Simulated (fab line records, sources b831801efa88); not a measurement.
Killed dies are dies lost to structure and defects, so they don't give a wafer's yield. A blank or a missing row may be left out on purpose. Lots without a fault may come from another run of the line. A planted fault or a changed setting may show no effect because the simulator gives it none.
fab line records | flow sky130
record lots=5 wafers=14 last_day=49
route steps=708 shown SD_P@327 RES_XHIGH@332 SD_N@342 SALICIDE@361 LI_CONTACT@362 PAD_OPEN@708
lots that met no fault: from a run of the same line without faults
start_h: hours from the record's first day to the start of the lot's first wafer shown | wait_h: hours since the lot's step before | " the same as in the row above | L1.1+2: a row that stands for several wafers | - no value, or no start given | * or withheld: withheld | < > ~ a bound
route shown NAME@n: a module of which the file shows steps, and the number in the route of the first | usual: mean/standard deviation of fault-free wafers | same: alike in all rows | chamber/n: place in a boat | sites: the reading at each site | _std_site: their standard deviation | _edge_site: outer sites' mean less inner sites' | radius_mm: how far each site lies from the wafer's centre | mask NAME#n: copy n | behind: the tool/chamber that last shaped the wafer | hold: why the lot was held/for how many hours/how that ended | device: the transistor (n, p or np) that didn't switch | end of line: the same wafers' tests at the end of the route | a step without rows: its recipe alone | killed: dies lost to structure and defects at the first sort, not the wafer's yield | map: a wafer's dies, x killed, . not, _ none there
set.NAME: the setting as run; set.NAME@STEP: as run at that earlier step | model.NAME: the simulator's own value behind a step, which no gauge read
lots at some steps of the route; a table a step, a row a wafer
services: from which hour (start_h, from the record's first day; less than 0 if before it) a tool's chamber was out of use, for how many hours, and why
## steps
# step SKY_SD_P_CD_MEAS_07
# recipe target_cd_nm=380
# usual cd_nm=378.7/2.4
# columns lot.wafer tool chamber start_h wait_h cd_nm
L884.2 cd_sem-02 - 645.00 0.1 378.7
L884.4 " - " " 377.3
L884.6 " - " " 379.0
L885.1 cd_sem-02 - 649.40 0.1 382.6
L885.5 " - " " 382.5
L885.6 " - " " 379.5
L887.4 cd_sem-02 - 667.08 0.1 380.0
L887.5 " - " " 377.6
L887.6 " - " " 374.7
L895.2 cd_sem-02 - 729.42 0.1 376.7
L895.5 " - " " 374.7
L897.1 cd_sem-02 - 740.55 0.1 379.2
L897.3 " - " " 379.3
L897.6 " - " " 378.2
# step SKY_SD_P_OVL_MEAS_08
# usual SD_P_OVL=0.0/1.5
# columns lot.wafer tool chamber start_h wait_h SD_P_OVL[nm]
L884.2 overlay-02 - 645.10 0.1 -0.5
L884.4 " - " " -0.7
L884.6 " - " " 0.7
L885.1 overlay-01 - 649.52 0.1 -0.4
L885.5 " - " " 0.7
L885.6 " - " " 0.5
L887.4 overlay-02 - 667.16 0.1 2.1
L887.5 " - " " 1.7
L887.6 " - " " 1.6
L895.2 overlay-01 - 729.52 0.1 -0.7
L895.5 " - " " -1.0
L897.1 overlay-02 - 740.67 0.1 2.3
L897.3 " - " " 0.5
L897.6 " - " " 0.8
# step SKY_SD_P_IMPLANT_09
# recipe species=BF2 energy_kev=20 dose_cm2=3e+15 tilt_deg=0
# step SKY_SD_P_STRIP_10
# recipe chemistry=O2/N2 power_w=1400 pressure_mtorr=1500 platen_temp_c=withheld o2_flow_sccm=3000 n2_flow_sccm=300 overash_fraction=0.5
# usual drypump_motor_current_A=5.7/0.56 oes_product_au=0.617/0.0048 strip_time_to_endpoint_s=17.50/0.039
# columns lot.wafer tool chamber start_h wait_h drypump_motor_current_A oes_product_au rf_hours_counter_h strip_time_to_endpoint_s
L884.2 plasma_asher-04 0 645.28 0.1 5.0 0.619 82 17.52
L884.4 " 0 " " 5.0 0.619 - 17.49
L884.6 " 0 " " 5.0 0.622 - 17.52
L885.1 plasma_asher-02 1 649.70 0.1 5.4 0.614 99 17.53
L885.5 " 0 " " 5.6 0.622 - 17.47
L885.6 " 1 " " 5.4 0.621 - 17.52
L887.4 plasma_asher-04 0 667.36 0.1 4.9 0.617 - 17.51
L887.5 " 1 " " 5.3 0.618 - 17.48
L887.6 " 0 " " 5.0 0.616 - 17.50
L895.2 plasma_asher-02 1 729.70 0.1 5.4 0.617 106 17.47
L895.5 " 0 " " 5.6 0.616 - 17.50
L897.1 plasma_asher-01 0 740.85 0.1 6.6 0.616 32 17.45
L897.3 " 0 " " 6.6 0.612 - 17.47
L897.6 " 1 " " 6.0 0.622 - 17.47
# step SKY_SD_P_TW_MEAS_11
# usual SD_P_TW=2827/27
# columns lot.wafer tool chamber start_h wait_h SD_P_TW
L884.2 film_metro-03 - 645.39 0.1 2839
L884.4 " - " " 2854
L884.6 " - " " 2845
L885.1 film_metro-04 - 649.80 0.1 2796
L885.5 " - " " 2811
L885.6 " - " " 2802
L887.4 film_metro-03 - 667.46 0.1 2862
L887.5 " - " " 2873
L887.6 " - " " 2864
L895.2 film_metro-04 - 729.81 0.1 2787
L895.5 " - " " 2800
L897.1 film_metro-04 - 740.95 0.1 2797
L897.3 " - " " 2808
L897.6 " - " " 2801
# step SKY_RES_XHIGH_DEHYDRATE_00
# recipe temp_c=200 time_s=60
# step SKY_RES_XHIGH_HMDS_01
# recipe prime_time_s=60 prime_temp_c=120
# step SKY_RES_XHIGH_COAT_02
# recipe resist=NOVOLAK spin_rpm=3000 resist_thk_nm=1140
# step SKY_RES_XHIGH_SOFTBAKE_03
# recipe temp_c=90 time_s=60 resist=NOVOLAK
# step SKY_RES_XHIGH_EXPOSE_04
# recipe mask_id=URPM na=0.6 source_shape=conventional sigma_outer=0.6 polarization=unpolarized target_cd_nm=1270 dose_mj=140
# step SKY_RES_XHIGH_PEB_05
# recipe temp_c=withheld time_s=* resist=NOVOLAK
# step SKY_RES_XHIGH_DEVELOP_06
# recipe resist=NOVOLAK developer=TMAH develop_time_s=60 dev_temp_c=23
# step SKY_RES_XHIGH_IMPLANT_07
# recipe species=BF2 energy_kev=20 dose_cm2=3.6e+14 tilt_deg=0
# usual dose_ions_cm2=3.6e+14/3.9e+11
# columns lot.wafer tool chamber start_h wait_h dose_ions_cm2
L884.2 implanter-04 0 671.85 0.1 3.603e+14
L884.4 " 0 " " 3.6e+14
L884.6 " 0 " " 3.603e+14
L885.1 implanter-01 0 677.37 0.1 3.6e+14
L885.5 " 0 " " 3.598e+14
L885.6 " 0 " " 3.601e+14
L887.4 implanter-02 0 695.25 0.1 3.601e+14
L887.5 " 0 " " 3.598e+14
L887.6 " 0 " " 3.601e+14
L895.2 implanter-04 0 757.20 0.1 3.599e+14
L895.5 " 0 " " 3.6e+14
L897.1 implanter-02 0 767.42 0.1 3.599e+14
L897.3 " 0 " " 3.601e+14
L897.6 " 0 " " 3.599e+14
# step SKY_RES_XHIGH_STRIP_08
# recipe chemistry=O2/N2 power_w=1400 pressure_mtorr=1500 platen_temp_c=withheld o2_flow_sccm=3000 n2_flow_sccm=300 overash_fraction=0.5
# usual drypump_motor_current_A=5.9/0.49 oes_product_au=0.711/0.0048 strip_time_to_endpoint_s=14.28/0.045
# columns lot.wafer tool chamber start_h wait_h drypump_motor_current_A oes_product_au rf_hours_counter_h strip_time_to_endpoint_s
L884.2 plasma_asher-03 1 671.98 0.1 5.9 0.707 51 14.31
L884.4 " 0 " " 6.7 0.716 - 14.35
L884.6 " 1 " " 5.9 0.714 - 14.34
L885.1 plasma_asher-01 1 677.52 0.1 6.0 0.706 26 14.23
L885.5 " 1 " " 6.0 0.708 - 14.29
L885.6 " 0 " " 6.6 0.709 - 14.30
L887.4 plasma_asher-03 1 695.35 0.1 5.9 0.718 - 14.24
L887.5 " 1 " " 5.9 0.703 - 14.17
L887.6 " 0 " " 6.7 0.704 - 14.21
L895.2 plasma_asher-03 0 757.32 0.1 6.7 0.708 59 14.24
L895.5 " 1 " " 5.9 0.712 - 14.27
L897.1 plasma_asher-02 1 767.57 0.1 5.4 0.712 2 14.32
L897.3 " 1 " " 5.4 0.714 - 14.31
L897.6 " 0 " " 5.6 0.706 - 14.29
# step SKY_RES_XHIGH_TW_MEAS_09
# usual RES_XHIGH_TW=1646/14
# columns lot.wafer tool chamber start_h wait_h RES_XHIGH_TW
L884.2 film_metro-04 - 672.09 0.1 1625
L884.4 " - " " 1631
L884.6 " - " " 1628
L885.1 film_metro-01 - 677.62 0.1 1654
L885.5 " - " " 1654
L885.6 " - " " 1662
L887.4 film_metro-03 - 695.45 0.1 1657
L887.5 " - " " 1654
L887.6 " - " " 1657
L895.2 film_metro-04 - 757.43 0.1 1619
L895.5 " - " " 1618
L897.1 film_metro-03 - 767.67 0.1 1650
L897.3 " - " " 1656
L897.6 " - " " 1651
# step SKY_SD_N_DEHYDRATE_00
# recipe temp_c=200 time_s=60
# step SKY_SD_N_HMDS_01
# recipe prime_time_s=60 prime_temp_c=120
# step SKY_SD_N_COAT_02
# recipe resist=NOVOLAK spin_rpm=3000 resist_thk_nm=1140
# step SKY_SD_N_SOFTBAKE_03
# recipe temp_c=90 time_s=60 resist=NOVOLAK
# step SKY_SD_N_EXPOSE_04
# recipe mask_id=NSDM na=0.6 source_shape=conventional sigma_outer=0.6 polarization=unpolarized target_cd_nm=380 dose_mj=141
# step SKY_SD_N_PEB_05
# recipe temp_c=withheld time_s=* resist=NOVOLAK
# step SKY_SD_N_DEVELOP_06
# recipe resist=NOVOLAK developer=TMAH develop_time_s=60 dev_temp_c=23
# step SKY_SD_N_CD_MEAS_07
# recipe target_cd_nm=380
# usual cd_nm=379.9/2.4
# columns lot.wafer tool chamber start_h wait_h cd_nm
L884.2 cd_sem-02 - 700.17 0.1 376.6
L884.4 " - " " 380.6
L884.6 " - " " 380.3
L885.1 cd_sem-01 - 705.35 0.1 381.9
L885.5 " - " " 382.2
L885.6 " - " " 381.1
L887.4 cd_sem-01 - 723.01 0.1 382.4
L887.5 " - " " 381.8
L887.6 " - " " 382.5
L895.2 cd_sem-01 - 784.17 0.1 376.2
L895.5 " - " " 376.3
L897.1 cd_sem-01 - 794.37 0.1 377.1
L897.3 " - " " 376.4
L897.6 " - " " 378.8
# step SKY_SD_N_OVL_MEAS_08
# usual SD_N_OVL=-0.6/1.5
# columns lot.wafer tool chamber start_h wait_h SD_N_OVL[nm]
L884.2 overlay-02 - 700.27 0.1 -1.6
L884.4 " - " " -0.9
L884.6 " - " " -1.4
L885.1 overlay-01 - 705.47 0.1 1.8
L885.5 " - " " 1.2
L885.6 " - " " -1.1
L887.4 overlay-02 - 723.08 0.1 -3.3
L887.5 " - " " -0.8
L887.6 " - " " -1.2
L895.2 overlay-02 - 784.27 0.1 -2.5
L895.5 " - " " -1.0
L897.1 overlay-01 - 794.49 0.1 -1.2
L897.3 " - " " -3.8
L897.6 " - " " -2.4
# step SKY_SD_N_IMPLANT_09
# recipe species=As energy_kev=50 dose_cm2=4e+15 tilt_deg=0
# step SKY_SD_N_IMPLANT_10
# recipe species=P energy_kev=20 dose_cm2=1e+14 tilt_deg=0
# step SKY_SD_N_STRIP_11
# recipe chemistry=O2/N2 power_w=1400 pressure_mtorr=1500 platen_temp_c=withheld o2_flow_sccm=3000 n2_flow_sccm=300 overash_fraction=0.5
# usual drypump_motor_current_A=5.7/0.58 oes_product_au=0.528/0.0049 strip_time_to_endpoint_s=22.57/0.044
# columns lot.wafer tool chamber start_h wait_h drypump_motor_current_A oes_product_au rf_hours_counter_h strip_time_to_endpoint_s
L884.2 plasma_asher-03 0 700.60 0.1 6.7 0.523 54 22.58
L884.4 " 0 " " 6.7 0.524 - 22.58
L884.6 " 1 " " 5.9 0.521 - 22.59
L885.1 plasma_asher-04 1 705.80 0.1 5.3 0.534 88 22.62
L885.5 " 0 " " 5.0 0.525 - 22.63
L885.6 " 1 " " 5.3 0.531 - 22.58
L887.4 plasma_asher-03 0 723.44 0.1 6.7 0.530 - 22.54
L887.5 " 1 " " 5.9 0.528 - 22.53
L887.6 " 0 " " 6.6 0.513 - 22.58
L895.2 plasma_asher-04 0 784.60 0.1 5.0 0.535 96 22.63
L895.5 " 0 " " 5.0 0.532 - 22.59
L897.1 plasma_asher-02 0 794.83 0.1 5.6 0.530 5 22.59
L897.3 " 0 " " 5.6 0.528 - 22.51
L897.6 " 0 " " 5.6 0.531 - 22.52
# step SKY_SD_N_TW_MEAS_12
# usual SD_N_TW=3988/41
# columns lot.wafer tool chamber start_h wait_h SD_N_TW
L884.2 film_metro-01 - 700.71 0.1 4009
L884.4 " - " " 4016
L884.6 " - " " 4023
L885.1 film_metro-01 - 705.90 0.1 4041
L885.5 " - " " 4057
L885.6 " - " " 4045
L887.4 film_metro-01 - 723.53 0.1 4043
L887.5 " - " " 4035
L887.6 " - " " 4062
L895.2 film_metro-04 - 784.71 0.1 3978
L895.5 " - " " 3975
L897.1 film_metro-04 - 794.93 0.1 3945
L897.3 " - " " 3945
L897.6 " - " " 3921
# step SKY_SD_N_CLEAN_13
# recipe chemistry=SC1/SC2 mix=1:4:20 temp_c=70 time_s=150 dry=n2_spin
# step SKY_SD_N_RTA_14
# recipe temp_c=1075 time_s=2 idle_temp_c=650 ramp_up_c_per_s=150 ramp_down_c_per_s=90 ambient=N2
# usual anneal_temp_c_max=1083.5/1.7 lamp_power_pct=15.74/0.052 wafer_temp_C_max=1078.1/1.3
# columns lot.wafer tool chamber start_h wait_h anneal_temp_c_max lamp_power_pct wafer_temp_C_max
L884.2 rtp_anneal-01 0 700.83 0.0 1082.8 15.79 1078.9
L884.4 " 0 " " 1080.1 15.78 1078.6
L884.6 " 0 " " 1082.7 15.78 1076.9
L885.1 rtp_anneal-02 0 706.01 0.0 1083.2 15.71 1078.5
L885.5 " 0 " " 1084.6 15.74 1079.5
L885.6 " 0 " " 1082.9 15.76 1077.4
L887.4 rtp_anneal-02 0 723.64 0.0 1085.2 15.82 1082.7
L887.5 " 0 " " 1083.7 15.67 1077.8
L887.6 " 0 " " 1085.5 15.72 1077.8
L895.2 rtp_anneal-02 0 784.82 0.0 1085.5 15.71 1078.2
L895.5 " 0 " " 1085.6 15.81 1077.7
L897.1 rtp_anneal-02 0 795.04 0.0 1086.7 15.74 1077.3
L897.3 " 0 " " 1083.0 15.73 1078.1
L897.6 " 0 " " 1085.6 15.77 1078.7
# step SKY_SD_N_RS_MEAS_16
# recipe thk_meas_gauge=four-point-probe
# usual SD_N_RS=68.61/0.1
# columns lot.wafer tool chamber start_h wait_h SD_N_RS[ohm/sq]
L884.2 film_metro-03 - 701.01 0.1 68.47
L884.4 " - " " 68.55
L884.6 " - " " 68.47
L885.1 film_metro-03 - 706.19 0.1 68.52
L885.5 " - " " 68.76
L885.6 " - " " 68.71
L887.4 film_metro-04 - 723.85 0.1 68.70
L887.5 " - " " 68.54
L887.6 " - " " 68.51
L895.2 film_metro-04 - 785.01 0.1 68.66
L895.5 " - " " 68.62
L897.1 film_metro-04 - 795.21 0.1 68.53
L897.3 " - " " 68.71
L897.6 " - " " 68.79
# step SKY_SD_N_RS_MEAS_17
# recipe thk_meas_gauge=four-point-probe
# usual SD_P_RS=147.2/0.31
# columns lot.wafer tool chamber start_h wait_h SD_P_RS[ohm/sq]
L884.2 film_metro-03 - 701.13 0.1 146.7
L884.4 " - " " 147.1
L884.6 " - " " 146.7
L885.1 film_metro-03 - 706.31 0.1 147.2
L885.5 " - " " 147.0
L885.6 " - " " 147.5
L887.4 film_metro-04 - 723.97 0.1 147.5
L887.5 " - " " 147.0
L887.6 " - " " 146.8
L895.2 film_metro-04 - 785.13 0.1 147.1
L895.5 " - " " 146.7
L897.1 film_metro-04 - 795.33 0.1 147.2
L897.3 " - " " 147.8
L897.6 " - " " 147.2
# step SKY_SD_N_RS_MEAS_18
# recipe thk_meas_gauge=four-point-probe
# usual RES_XHIGH_RS=333.9/1.1
# columns lot.wafer tool chamber start_h wait_h RES_XHIGH_RS[ohm/sq]
L884.2 film_metro-03 - 701.25 0.1 331.8
L884.4 " - " " 332.3
L884.6 " - " " 333.3
L885.1 film_metro-03 - 706.43 0.1 335.4
L885.5 " - " " 335.0
L885.6 " - " " 336.3
L887.4 film_metro-04 - 724.09 0.1 334.2
L887.5 " - " " 334.1
L887.6 " - " " 333.0
L895.2 film_metro-04 - 785.25 0.1 336.6
L895.5 " - " " 333.7
L897.1 film_metro-04 - 795.45 0.1 334.4
L897.3 " - " " 334.1
L897.6 " - " " 334.8
# step SKY_SALICIDE_CLEAN_00
# recipe chemistry=HF-last time_s=30 dilution=100:1 dry=ipa_marangoni
# step SKY_LI_CONTACT_HDPCVD_00
# recipe material=PSG target_thk_nm=930 sigma_open_frac=0.3 time_s=155 temp_c=600 sih4_flow_sccm=60 pressure_mtorr=6
# step SKY_LI_CONTACT_THK_MEAS_01
# recipe reads=PSG_of_LI_CONTACT_HDPCVD_00
# usual LI_CONTACT_HDPCVD_THK=926/8.3
# columns lot.wafer tool chamber start_h wait_h LI_CONTACT_HDPCVD_THK[nm]
L884.2 film_metro-01 - 701.48 0.1 922
L884.4 " - " " 919
L884.6 " - " " 919
L885.1 film_metro-04 - 706.66 0.1 917
L885.5 " - " " 912
L885.6 " - " " 925
L887.4 film_metro-01 - 724.30 0.0 920
L887.5 " - " " 914
L887.6 " - " " 922
L895.2 film_metro-03 - 785.47 0.1 931
L895.5 " - " " 918
L897.1 film_metro-01 - 795.69 0.1 916
L897.3 " - " " 916
L897.6 " - " " 923
# step SKY_LI_CONTACT_CMP_02
# recipe material=PSG down_force_psi=4 platen_rpm=60 pad_velocity_m_s=0.94248
# usual motor_current_A=12.5/1 time_to_endpoint_s=32.5/2.8
# columns lot.wafer tool chamber start_h wait_h motor_current_A time_to_endpoint_s
L884.2 cmp-01 2 701.70 0.2 12.0 32.9
L884.4 " 3 " " 12.2 31.3
L884.6 " 1 " " 12.4 26.4
L885.1 cmp-01 0 706.72 0.1 13.4 30.8
L885.6 " 0 " " 13.2 31.2
L885.5 " 1 " " 13.0 30.6
L887.4 cmp-01 1 724.48 0.2 13.0 29.8
L887.5 " 2 " " 12.5 33.8
L887.6 " 3 " " 11.6 31.9
L895.2 cmp-01 0 785.62 0.1 13.3 32.8
L895.5 " 3 " " 11.7 32.6
L897.1 cmp-01 0 795.75 0.1 12.6 34.7
L897.3 " 3 " " 11.9 36.5
L897.6 " 1 " " 13.1 33.5
# step SKY_LI_CONTACT_BOW_MEAS_03
# recipe mode=bow
# usual LI_CONTACT_BOW=56/6.6
# columns lot.wafer tool chamber start_h wait_h LI_CONTACT_BOW[um]
L884.2 film_metro-01 - 701.92 0.2 51
L884.4 " - " " 55
L884.6 " - " " 49
L885.1 film_metro-01 - 707.02 0.2 56
L885.5 " - " " 58
L885.6 " - " " 50
L887.4 film_metro-04 - 724.73 0.2 53
L887.5 " - " " 52
L887.6 " - " " 55
L895.2 film_metro-03 - 785.84 0.2 44
L895.5 " - " " 55
L897.1 film_metro-03 - 796.05 0.2 59
L897.3 " - " " 55
L897.6 " - " " 61
# step SKY_LI_CONTACT_DEHYDRATE_04
# recipe temp_c=200 time_s=60
# step SKY_LI_CONTACT_HMDS_05
# recipe prime_time_s=60 prime_temp_c=120
# step SKY_LI_CONTACT_COAT_06
# recipe resist=BARC temp_c=withheld time_s=withheld spin_rpm=3000 resist_thk_nm=60
# step SKY_PAD_OPEN_PROBE_99
# usual killed_at_M0_to_M3=42/7.3 killed_at_M4_up=3.2/1.8 killed_at_contacts=25/5.2 killed_at_front_end=15/4.6 killed_at_other=0.3/0.62 killed_dies=85/9.9 killed_on_rim=17/3.9 killed_open=46/7.1 killed_short=38/5.7
# same gross_dies=492 killed_at_back_side=0
# columns lot.wafer tool chamber start_h wait_h killed_at_M0_to_M3 killed_at_M4_up killed_at_contacts killed_at_front_end killed_at_other killed_dies killed_on_rim killed_open killed_short model.etest.res_xhigh_po.rs_ohm_sq_range
L884.2 prober-02 - 1115.94 0.1 44 0 22 11 1 78 14 43 35 142
L884.4 prober-02 - 1116.04 0.2 35 5 31 13 0 84 14 38 46 148.4
L884.6 prober-02 - 1116.14 0.2 40 0 34 23 0 97 23 51 46 154.3
L885.1 prober-01 - 1118.92 0.1 34 3 25 27 1 90 23 48 41 87.39
L885.5 prober-01 - 1119.12 0.2 36 6 28 18 0 88 19 49 37 72.08
L885.6 prober-01 - 1119.17 0.2 39 4 31 13 2 89 19 47 40 97.59
L887.4 prober-01 - 1132.37 0.2 42 2 14 14 1 73 16 35 38 34.14
L887.5 prober-01 - 1132.42 0.2 40 2 27 13 0 82 16 44 38 40.43
L887.6 prober-01 - 1132.47 0.2 31 4 19 9 0 63 13 30 33 50.67
L895.2 prober-01 - 1173.83 0.1 43 7 19 10 0 79 15 42 37 374.5
L895.5 prober-01 - 1173.98 0.2 34 1 25 16 0 76 18 43 33 125
L897.1 prober-01 - 1180.59 0.1 44 5 19 9 0 77 14 37 39 73.84
L897.3 prober-01 - 1180.69 0.2 38 4 28 21 0 91 14 46 43 35.62
L897.6 prober-01 - 1180.84 0.2 29 4 21 19 0 73 16 38 35 40.94
# killed by level:class
L884.2 VIA1:geometric_particle:open=12 CONTACT:geometric_particle:short=8 VIA2:geometric_particle:open=7 CONTACT:geometric_particle:open=5 LI_CONTACT:geometric_particle:open=4 METAL2:geometric_particle:short=4 METAL3:geometric_particle:short=4 FIELD_ISO:geometric_particle:open=3
L884.4 CONTACT:geometric_particle:open=13 VIA1:geometric_particle:short=9 VIA1:geometric_particle:open=7 CONTACT:geometric_particle:short=6 LOCAL_INTERCONNECT:geometric_particle:short=5 VIA2:geometric_particle:open=5 FIELD_ISO:geometric_particle:short=4 LI_CONTACT:geometric_particle:short=4
L884.6 LI_CONTACT:geometric_particle:open=12 CONTACT:geometric_particle:open=9 METAL1:geometric_particle:short=9 FIELD_ISO:geometric_particle:short=8 VIA1:geometric_particle:open=8 VIA2:geometric_particle:open=6 LOCAL_INTERCONNECT:geometric_particle:short=5 CONTACT:geometric_particle:short=5
L885.1 CONTACT:geometric_particle:open=8 FIELD_ISO:geometric_particle:short=7 FIELD_ISO:geometric_particle:open=7 CONTACT:geometric_particle:short=7 VIA1:geometric_particle:open=6 VIA3:geometric_particle:open=6 POLY_GATE:geometric_particle:open=6 METAL2:geometric_particle:short=6
L885.5 VIA1:geometric_particle:open=12 LI_CONTACT:geometric_particle:open=8 CONTACT:geometric_particle:open=8 LOCAL_INTERCONNECT:geometric_particle:short=7 FIELD_ISO:geometric_particle:short=6 FIELD_ISO:geometric_particle:open=4 POLY_GATE:geometric_particle:short=3 SPACER:geometric_particle:open=3
L885.6 CONTACT:geometric_particle:open=15 VIA1:geometric_particle:open=9 LI_CONTACT:geometric_particle:open=8 METAL2:geometric_particle:short=8 FIELD_ISO:geometric_particle:open=5 METAL3:geometric_particle:open=5 VIA1:geometric_particle:short=4 CONTACT:geometric_particle:short=4
L887.4 VIA3:geometric_particle:open=7 LI_CONTACT:geometric_particle:open=5 VIA1:geometric_particle:open=5 VIA1:geometric_particle:short=5 FIELD_ISO:geometric_particle:short=4 POLY_GATE:geometric_particle:open=4 METAL1:geometric_particle:short=4 METAL2:geometric_particle:short=4
L887.5 VIA1:geometric_particle:open=9 LI_CONTACT:geometric_particle:open=8 CONTACT:geometric_particle:open=7 VIA1:geometric_particle:short=6 VIA3:geometric_particle:open=6 POLY_GATE:geometric_particle:open=5 LI_CONTACT:geometric_particle:short=5 METAL1:geometric_particle:short=5
L887.6 CONTACT:geometric_particle:open=8 VIA1:geometric_particle:open=7 METAL1:geometric_particle:short=6 VIA1:geometric_particle:short=5 POLY_GATE:geometric_particle:short=4 LI_CONTACT:geometric_particle:open=4 METAL2:geometric_particle:short=4 LOCAL_INTERCONNECT:geometric_particle:short=3
L895.2 VIA1:geometric_particle:open=11 CONTACT:geometric_particle:open=8 VIA3:geometric_particle:open=6 METAL4:geometric_particle:short=6 LI_CONTACT:geometric_particle:open=5 METAL1:geometric_particle:short=5 METAL2:geometric_particle:short=5 VIA1:geometric_particle:short=4
L895.5 CONTACT:geometric_particle:open=11 VIA1:geometric_particle:open=10 CONTACT:geometric_particle:short=6 VIA3:geometric_particle:open=5 VIA3:geometric_particle:short=5 FIELD_ISO:geometric_particle:short=4 POLY_GATE:geometric_particle:open=4 LI_CONTACT:geometric_particle:open=4
L897.1 VIA1:geometric_particle:open=10 METAL1:geometric_particle:short=7 LI_CONTACT:geometric_particle:open=6 VIA1:geometric_particle:short=5 CONTACT:geometric_particle:open=4 POLY_GATE:geometric_particle:short=4 LI_CONTACT:geometric_particle:short=4 METAL4:geometric_particle:open=4
L897.3 VIA1:geometric_particle:open=12 CONTACT:geometric_particle:open=11 FIELD_ISO:geometric_particle:open=7 METAL1:geometric_particle:short=7 VIA1:geometric_particle:short=7 LI_CONTACT:geometric_particle:open=6 CONTACT:geometric_particle:short=5 POLY_GATE:geometric_particle:short=4
L897.6 CONTACT:geometric_particle:open=7 LI_CONTACT:geometric_particle:open=6 FIELD_ISO:geometric_particle:open=5 VIA2:geometric_particle:open=5 POLY_GATE:geometric_particle:short=4 METAL1:geometric_particle:short=4 VIA1:geometric_particle:open=4 VIA1:geometric_particle:short=4
## services
# columns tool chamber start_h hours kind
plasma_asher-01 - 624.41 1.1 repair
implanter-04 - 624.51 4.2 pm
plasma_asher-04 - 627.18 4.0 pm
cmp-01 - 628.19 1.7 repair
implanter-04 - 631.79 1.1 repair
cmp-01 - 659.49 19.1 pm
plasma_asher-01 - 688.25 2.1 repair
plasma_asher-03 - 713.24 2.6 repair
implanter-01 - 716.67 2.7 repair
plasma_asher-02 - 733.75 9.0 pm
plasma_asher-02 0 733.75 9.0 vent_cycle
plasma_asher-02 1 733.75 9.0 vent_cycle
plasma_asher-02 0 742.75 - clean
plasma_asher-02 1 742.75 - clean
cmp-01 - 747.54 4.0 pm
cmp-01 - 751.54 - consumable_replace:conditioner
cmp-01 - 751.54 - consumable_replace:pad
plasma_asher-03 - 755.00 0.6 repair
implanter-02 - 772.20 1.1 repair
cmp-01 - 772.49 3.1 pm
implanter-02 - 780.28 5.3 pm
implanter-04 - 787.11 6.1 repair
## key
first_sign none at tools or gauges
model_effect step=SKY_PAD_OPEN_PROBE_99 value=etest.res_xhigh_po.rs_ohm_sq_range without=111.5 struck=374.5
met_at SKY_RES_XHIGH_IMPLANT_07
struck_wafers L895.2
tester_left_out L895
onset_between 671.85 757.20
fault kind=process_parameter_drift tool=implanter-04 chamber=- onset_h=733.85 steps=SKY_RES_XHIGH_IMPLANT_07 channel=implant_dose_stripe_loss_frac offset=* shape=step end_h=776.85 scope=struck_wafers_only
# tester_left_out: of these lots the tester's yield and bins aren't shown, on N5 and GAA mostly nor the transistor test; their killed dies are dies lost to structure and defects alone, not to doping, threshold or leakage, so they don't give the yield
